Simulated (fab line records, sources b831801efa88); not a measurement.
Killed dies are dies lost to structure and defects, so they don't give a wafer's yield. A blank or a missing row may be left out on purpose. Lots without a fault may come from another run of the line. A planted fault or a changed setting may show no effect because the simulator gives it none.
Chamber matching | flow sky130 | SKY_VIA1_CMP_24 on cmp-01: 4 sister chambers
The step polishes, stops on SiO2, t overpolish 15 s, target thk 0 nm. 14 wafers are shown with their chamber, then 7 later ones without.

WAFERS WITH THEIR CHAMBER
wafer  | chamber | motor_current_A (A) | time_to_endpoint_s (s) | overpolish_run_s (s)
L427.2 | 0       | 12.4                | 69.3                   | 15.004
L427.5 | 1       | 11.0                | 67.0                   | 14.987
L427.6 | 2       | 12.9                | 74.7                   | 14.999
L429.3 | 3       | 12.1                | 69.6                   | 14.990
L429.5 | 3       | 12.4                | 68.2                   | 14.990
L429.6 | 2       | 12.9                | 71.6                   | 15.009
L431.1 | 2       | 12.6                | 66.8                   | 14.991
L431.3 | 0       | 12.5                | 61.3                   | 15.002
L431.5 | 1       | 11.1                | 64.1                   | 15.013
L435.2 | 1       | 11.8                | 67.3                   | 15.002
L435.5 | 1       | 12.1                | 67.5                   | 14.994
L435.6 | 2       | 11.9                | 71.5                   | 14.995
L441.1 | 1       | 11.8                | 65.0                   | 14.979
L441.2 | 0       | 12.4                | 66.2                   | 14.999

SIGNATURES (means of the wafers above)
reading            | chamber 0 | chamber 1 | chamber 2 | chamber 3 | scatter within a chamber
motor_current_A    | 12.433    | 11.560    | 12.575    | 12.250    | 0.406
time_to_endpoint_s | 65.600    | 66.180    | 71.150    | 68.900    | 2.73
overpolish_run_s   | 15.00167  | 14.99500  | 14.99850  | 14.99000  | 0.00941
Rule: a wafer's distance from a chamber is the root of the sum, over the readings, of the square of ((its reading less the chamber's mean) divided by the reading's scatter). The wafer belongs to the nearest chamber; if the next one is less than 2 further off, it can't be placed. The scatter: the root of (the sum of the squares of (reading less its chamber's mean) over the shown wafers, divided by (wafers less chambers)).

WAFERS WITHOUT THEIR CHAMBER
wafer  | motor_current_A (A) | time_to_endpoint_s (s) | overpolish_run_s (s)
L441.5 | 13.1                | 69.7                   | 14.990
L442.1 | 12.1                | 70.2                   | 15.002
L442.4 | 12.1                | 64.6                   | 15.001
L442.5 | 12.3                | 74.1                   | 15.004
L445.3 | 12.9                | 68.0                   | 15.018
L445.4 | 12.4                | 64.5                   | 14.991
L445.6 | 12.7                | 70.6                   | 14.988

WHICH CHAMBER EACH WENT THROUGH
wafer  | from the rows above               | in truth
L441.5 | can't be placed: 2 or 3 or 0      | 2
L442.1 | can't be placed: 2 or 3 or 0 or 1 | 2
L442.4 | can't be placed: 0 or 1 or 3 or 2 | 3
L442.5 | can't be placed: 2 or 3 or 0      | 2
L445.3 | can't be placed: 0 or 2 or 3 or 1 | 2
L445.4 | can't be placed: 0 or 3 or 1 or 2 | 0
L445.6 | can't be placed: 2 or 3 or 0      | 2
Placed correctly: 0 of 7. Can't be placed from these rows: 7 (the true chamber is among the candidates in 7). Placed wrongly: 0.
